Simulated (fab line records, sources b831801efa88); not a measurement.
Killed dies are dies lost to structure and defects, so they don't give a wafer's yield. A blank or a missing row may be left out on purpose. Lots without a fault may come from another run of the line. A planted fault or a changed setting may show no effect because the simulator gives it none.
fab line records | flow sky130
record lots=5 wafers=14 last_day=49
route steps=708 shown METAL2@503 VIA2@507 PAD_OPEN@708
lots that met no fault: from a run of the same line without faults
start_h: hours from the record's first day to the start of the lot's first wafer shown | wait_h: hours since the lot's step before | " the same as in the row above | L1.1+2: a row that stands for several wafers | - no value, or no start given | * or withheld: withheld | < > ~ a bound
route shown NAME@n: a module of which the file shows steps, and the number in the route of the first | usual: mean/standard deviation of fault-free wafers | same: alike in all rows | chamber/n: place in a boat | sites: the reading at each site | _std_site: their standard deviation | _edge_site: outer sites' mean less inner sites' | radius_mm: how far each site lies from the wafer's centre | mask NAME#n: copy n | behind: the tool/chamber that last shaped the wafer | hold: why the lot was held/for how many hours/how that ended | device: the transistor (n, p or np) that didn't switch | end of line: the same wafers' tests at the end of the route | a step without rows: its recipe alone | killed: dies lost to structure and defects at the first sort, not the wafer's yield | map: a wafer's dies, x killed, . not, _ none there
set.NAME: the setting as run; set.NAME@STEP: as run at that earlier step | model.NAME: the simulator's own value behind a step, which no gauge read
lots at some steps of the route; a table a step, a row a wafer
services: from which hour (start_h, from the record's first day; less than 0 if before it) a tool's chamber was out of use, for how many hours, and why
## steps
# step SKY_METAL2_STRIP_20
# recipe chemistry=O2/N2 power_w=1400 pressure_mtorr=1500 platen_temp_c=withheld o2_flow_sccm=3000 n2_flow_sccm=300 overash_fraction=0.5
# usual drypump_motor_current_A=6.0/0.5 oes_product_au=0.342/0.0047 strip_time_to_endpoint_s=2.66/0.034
# same overash_fraction=0.5
# columns lot.wafer tool chamber start_h wait_h drypump_motor_current_A oes_product_au rf_hours_counter_h strip_time_to_endpoint_s
L853.3 plasma_asher-04 0 850.14 0.1 5.5 0.345 - 2.68
L853.4 " 1 " " 5.2 0.340 - 2.67
L853.6 " 0 " " 5.5 0.343 - 2.71
L858.1 plasma_asher-04 1 887.86 0.1 5.2 0.340 77 2.67
L858.4 " 1 " " 5.2 0.336 - 2.66
L858.6 " 0 " " 5.6 0.339 - 2.62
L862.1 plasma_asher-01 0 918.95 0.1 6.5 0.346 112 2.66
L862.4 " 1 " " 6.6 0.334 - 2.61
L862.5 " 0 " " 6.5 0.334 - 2.66
L863.1 plasma_asher-01 1 920.84 0.1 6.5 0.346 112 2.68
L863.5 " 1 " " 6.6 0.340 - 2.65
L863.6 " 0 " " 6.5 0.344 - 2.63
L867.3 plasma_asher-01 0 956.30 0.1 6.5 0.335 - 2.60
L867.5 " 0 " " 6.5 0.344 - 2.61
# step SKY_METAL2_STRIP_21
# recipe chemistry=post_etch_residue_remover time_s=1200 temp_c=72.5
# step SKY_METAL2_CLEAN_22
# recipe chemistry=IPA time_s=180 temp_c=25
# step SKY_METAL2_CLEAN_23
# recipe chemistry=O3/DIW dry=n2_spin
# step SKY_VIA2_HDPCVD_00
# recipe material=SiO2 target_thk_nm=1180 sigma_open_frac=0.3 time_s=196.7 temp_c=400 sih4_flow_sccm=60 pressure_mtorr=6
# step SKY_VIA2_THK_MEAS_01
# recipe reads=SiO2_of_VIA2_HDPCVD_00
# usual VIA2_HDPCVD_THK=1177/11
# columns lot.wafer tool chamber start_h wait_h VIA2_HDPCVD_THK[nm]
L853.3 film_metro-03 - 850.89 0.1 1188
L853.4 " - " " 1184
L853.6 " - " " 1197
L858.1 film_metro-04 - 888.58 0.1 1150
L858.4 " - " " 1177
L858.6 " - " " 1168
L862.1 film_metro-03 - 919.67 0.1 1180
L862.4 " - " " 1183
L862.5 " - " " 1173
L863.1 film_metro-01 - 921.56 0.1 1167
L863.5 " - " " 1173
L863.6 " - " " 1161
L867.3 film_metro-04 - 957.14 0.1 1174
L867.5 " - " " 1177
# step SKY_VIA2_CMP_02
# recipe material=SiO2 down_force_psi=4 platen_rpm=60 pad_velocity_m_s=0.94248
# usual motor_current_A=11.1/1.3 retaining_ring_pressure_frac=1.000/0.0049
# columns lot.wafer tool chamber start_h wait_h motor_current_A retaining_ring_pressure_frac
L853.3 cmp-02 1 850.93 0.0 12.1 1.006
L853.4 " 3 " " 10.8 1.004
L853.6 " 2 " " 8.2 1.003
L858.1 cmp-01 3 888.64 0.1 12.3 0.992
L858.4 " 0 " " 11.2 1.012
L858.6 " 3 " " 12.2 0.995
L862.1 cmp-02 1 919.87 0.2 12.1 0.998
L862.4 " 3 " " 11.1 1.007
L862.5 " 1 " " 12.3 0.992
L863.1 cmp-01 3 921.67 0.1 11.9 0.999
L863.6 " 2 " " 9.7 0.994
L863.5 " 3 " " 12.1 0.993
L867.3 cmp-01 2 957.33 0.2 9.8 1.006
L867.5 " 3 " " 12.4 0.998
# step SKY_VIA2_BOW_MEAS_03
# recipe mode=bow
# usual VIA2_BOW=83/8.1
# columns lot.wafer tool chamber start_h wait_h VIA2_BOW[um]
L853.3 film_metro-04 - 851.27 0.3 105
L853.4 " - " " 85
L853.6 " - " " 73
L858.1 film_metro-04 - 888.94 0.2 88
L858.4 " - " " 84
L858.6 " - " " 87
L862.1 film_metro-01 - 920.12 0.2 78
L862.4 " - " " 81
L862.5 " - " " 69
L863.1 film_metro-03 - 921.92 0.2 101
L863.5 " - " " 87
L863.6 " - " " 83
L867.3 film_metro-03 - 957.52 0.1 87
L867.5 " - " " 67
# step SKY_VIA2_DEHYDRATE_04
# recipe temp_c=200 time_s=60
# step SKY_VIA2_HMDS_05
# recipe prime_time_s=60 prime_temp_c=120
# step SKY_VIA2_COAT_06
# recipe resist=BARC temp_c=withheld time_s=withheld spin_rpm=3000 resist_thk_nm=60
# step SKY_VIA2_COAT_07
# recipe resist=KrF-thick spin_rpm=3000 resist_thk_nm=450
# step SKY_VIA2_SOFTBAKE_08
# recipe temp_c=100 time_s=90 resist=KrF-thick
# usual heater_power_total_W=57.36/0.13 run_length_s=119.15/0.19
# columns lot.wafer tool chamber start_h wait_h heater_power_total_W run_length_s
L853.3 litho_track-03 0 863 - 57.40 119.30
L853.4 " 0 " " 57.49 119.17
L853.6 " 0 " " 57.53 119.17
L858.1 litho_track-01 0 901 - 57.20 119.34
L858.4 " 0 " " 57.50 119.28
L858.6 " 0 " " 57.39 119.42
L862.1 litho_track-01 0 932 - 57.39 119.32
L862.4 " 0 " " 57.46 119.40
L862.5 " 0 " " 57.47 119.22
L863.1 litho_track-03 0 933 - 57.32 119.09
L863.5 " 0 " " 57.18 119.10
L863.6 " 0 " " 57.35 119.09
L867.3 litho_track-01 0 969 - 79.43 62.73
L867.5 " 0 " " 57.50 119.18
# step SKY_VIA2_EXPOSE_09
# recipe mask_id=VIM2 na=0.8 source_shape=annular sigma_inner=0.55 sigma_outer=0.85 target_cd_nm=200 dose_mj=38
# step SKY_PAD_OPEN_PROBE_99
# usual defect_limited_yield=82.4/1.8 killed_at_M0_to_M3=45/6.8 killed_at_M4_up=3.2/1.6 killed_at_contacts=24/5.1 killed_at_front_end=14/4.4 killed_at_other=0.4/0.65 killed_dies=87/8.8 killed_open=47/7.2 killed_short=39/6.1 sort_bin_3_pad_short=0.9/0.38 sort_bin_5_function=10.4/1.5 sort_bin_6_memory=6.4/1.1 sort_n_pass=405/8.8 sort_yield_pct=82.4/1.8
# same gross_dies=492 killed_at_back_side=0 sort_bin_4_leakage[%]=0 sort_bin_8_speed[%]=0
# columns lot.wafer tool chamber start_h wait_h defect_limited_yield[%] killed_at_M0_to_M3 killed_at_M4_up killed_at_contacts killed_at_front_end killed_at_other killed_dies killed_open killed_short sort_bin_3_pad_short[%] sort_bin_5_function[%] sort_bin_6_memory[%] sort_n_pass sort_yield_pct[%]
L853.3 prober-02 - 1099.20 0.2 79.7 54 6 28 11 1 100 62 38 0.8 11.8 7.7 392 79.7
L853.4 prober-02 - 1099.25 0.2 78.3 51 4 32 20 0 107 63 44 0.8 13.2 7.7 385 78.3
L853.6 prober-02 - 1099.35 0.2 78.7 54 3 34 14 0 105 62 43 1.2 15.0 5.1 387 78.7
L858.1 prober-01 - 1126.34 0.1 83.7 39 3 29 9 0 80 49 31 0.2 11.0 5.1 412 83.7
L858.4 prober-01 - 1126.49 0.2 83.5 37 3 31 9 1 81 52 29 0.4 8.7 7.3 411 83.5
L858.6 prober-01 - 1126.59 0.2 81.5 47 3 22 18 1 91 51 40 0.8 11.0 6.7 401 81.5
L862.1 prober-01 - 1150.83 0.1 84.6 40 3 22 11 0 76 41 34 0.8 7.7 6.9 416 84.6
L862.4 prober-01 - 1150.98 0.2 82.9 41 4 22 17 0 84 49 35 0.2 8.9 7.9 408 82.9
L862.5 prober-01 - 1151.03 0.2 83.5 37 2 24 18 0 81 45 36 0.6 11.4 4.5 411 83.5
L863.1 prober-02 - 1153.58 0.1 82.7 42 2 21 20 0 85 43 42 1.0 9.6 6.7 407 82.7
L863.5 prober-02 - 1153.78 0.2 80.9 40 1 31 22 0 94 50 44 0.2 11.6 7.3 398 80.9
L863.6 prober-02 - 1153.83 0.2 81.7 48 7 23 12 0 90 46 44 1.2 9.1 7.9 402 81.7
L867.3 prober-02 - 1176.93 0.2 82.1 48 2 27 11 0 88 50 38 1.0 12.0 4.9 404 82.1
L867.5 prober-02 - 1177.03 0.2 85.6 36 2 19 14 0 71 37 34 0.4 10.6 3.5 421 85.6
# killed by level:class
L853.3 VIA1:geometric_particle:open=14 CONTACT:geometric_particle:open=10 LI_CONTACT:geometric_particle:open=10 VIA3:geometric_particle:open=8 VIA2:geometric_particle:open=7 METAL2:geometric_particle:short=5 LOCAL_INTERCONNECT:geometric_particle:short=5 METAL1:geometric_particle:short=5
L853.4 CONTACT:geometric_particle:open=17 VIA1:geometric_particle:open=14 POLY_GATE:geometric_particle:open=7 CONTACT:geometric_particle:short=7 VIA1:geometric_particle:short=7 VIA2:geometric_particle:open=7 METAL1:geometric_particle:short=6 VIA3:geometric_particle:open=6
L853.6 CONTACT:geometric_particle:open=14 VIA1:geometric_particle:open=13 VIA3:geometric_particle:open=11 LI_CONTACT:geometric_particle:open=7 VIA1:geometric_particle:short=7 VIA2:geometric_particle:open=6 FIELD_ISO:geometric_particle:short=5 LI_CONTACT:geometric_particle:short=5
L858.1 CONTACT:geometric_particle:open=14 VIA1:geometric_particle:open=10 VIA2:geometric_particle:open=8 VIA3:geometric_particle:open=7 LI_CONTACT:geometric_particle:open=6 METAL1:geometric_particle:short=5 CONTACT:geometric_particle:short=4 FIELD_ISO:geometric_particle:short=3
L858.4 CONTACT:geometric_particle:open=16 VIA2:geometric_particle:open=10 LI_CONTACT:geometric_particle:open=6 VIA1:geometric_particle:open=6 METAL1:geometric_particle:short=5 LOCAL_INTERCONNECT:geometric_particle:short=4 CONTACT:geometric_particle:short=4 METAL2:geometric_particle:open=4
L858.6 VIA1:geometric_particle:open=11 VIA1:geometric_particle:short=10 VIA2:geometric_particle:open=10 CONTACT:geometric_particle:open=9 METAL3:geometric_particle:short=7 FIELD_ISO:geometric_particle:open=6 CONTACT:geometric_particle:short=5 FIELD_ISO:geometric_particle:short=4
L862.1 CONTACT:geometric_particle:open=11 VIA1:geometric_particle:open=8 VIA3:geometric_particle:open=6 VIA3:geometric_particle:short=6 LI_CONTACT:geometric_particle:open=5 CONTACT:geometric_particle:short=5 VIA2:geometric_particle:open=5 VIA2:geometric_particle:short=4
L862.4 VIA3:geometric_particle:open=10 LI_CONTACT:geometric_particle:open=8 CONTACT:geometric_particle:open=8 VIA2:geometric_particle:open=6 VIA1:geometric_particle:open=6 FIELD_ISO:geometric_particle:short=5 POLY_GATE:geometric_particle:short=5 VIA1:geometric_particle:short=5
L862.5 VIA1:geometric_particle:open=9 LI_CONTACT:geometric_particle:open=8 VIA3:geometric_particle:open=7 CONTACT:geometric_particle:open=5 CONTACT:geometric_particle:short=5 VIA2:geometric_particle:open=5 VIA3:geometric_particle:short=5 LOCAL_INTERCONNECT:geometric_particle:short=4
L863.1 VIA1:geometric_particle:open=11 VIA1:geometric_particle:short=8 CONTACT:geometric_particle:open=7 LI_CONTACT:geometric_particle:open=6 FIELD_ISO:geometric_particle:open=5 FIELD_ISO:geometric_particle:short=4 POLY_GATE:geometric_particle:short=4 LOCAL_INTERCONNECT:geometric_particle:short=4
L863.5 VIA1:geometric_particle:open=12 LI_CONTACT:geometric_particle:open=11 CONTACT:geometric_particle:open=11 METAL1:geometric_particle:short=8 POLY_GATE:geometric_particle:short=7 FIELD_ISO:geometric_particle:short=6 VIA3:geometric_particle:open=4 VIA1:geometric_particle:short=4
L863.6 CONTACT:geometric_particle:open=12 METAL2:geometric_particle:short=9 VIA1:geometric_particle:short=7 METAL1:geometric_particle:short=6 VIA1:geometric_particle:open=6 LI_CONTACT:geometric_particle:open=5 METAL4:geometric_particle:short=5 POLY_GATE:geometric_particle:open=4
L867.3 CONTACT:geometric_particle:open=15 VIA1:geometric_particle:open=9 VIA1:geometric_particle:short=8 CONTACT:geometric_particle:short=6 LI_CONTACT:geometric_particle:open=5 VIA2:geometric_particle:open=5 VIA3:geometric_particle:open=5 METAL1:geometric_particle:short=4
L867.5 METAL2:geometric_particle:short=9 LI_CONTACT:geometric_particle:open=8 POLY_GATE:geometric_particle:short=6 VIA1:geometric_particle:open=6 VIA2:geometric_particle:open=5 POLY_GATE:geometric_particle:open=4 METAL1:geometric_particle:short=4 LI_CONTACT:geometric_particle:short=4
## services
# columns tool chamber start_h hours kind
plasma_asher-04 - 842.84 0.3 repair
cmp-02 - 852.34 0.8 repair
plasma_asher-01 - 858.36 3.5 repair
cmp-02 - 864.46 4.5 pm
cmp-02 - 876.24 1.0 repair
cmp-02 - 893.70 0.6 repair
cmp-01 - 912.00 4.0 pm
cmp-01 - 916.00 - consumable_replace:conditioner
cmp-01 - 916.00 - consumable_replace:pad
plasma_asher-04 - 931.55 2.6 repair
plasma_asher-04 - 932.71 2.7 repair
plasma_asher-04 - 938.11 63.4 repair
cmp-02 - 964.60 0.3 repair
## key
first_sign step=SKY_VIA2_SOFTBAKE_08 reading=run_length_s direction=down sigmas=99+ usual=* struck=*
effect step=SKY_VIA2_SOFTBAKE_08 reading=heater_power_total_W direction=up sigmas=99+ usual=* struck=*
met_at SKY_VIA2_SOFTBAKE_08
struck_wafers L867.3
onset_between 932 969
fault kind=process_parameter_drift tool=litho_track-01 chamber=- onset_h=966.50 steps=SKY_VIA2_SOFTBAKE_08 channel=time_s offset=* shape=step end_h=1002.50 scope=struck_wafers_only acts_in=* stated=*
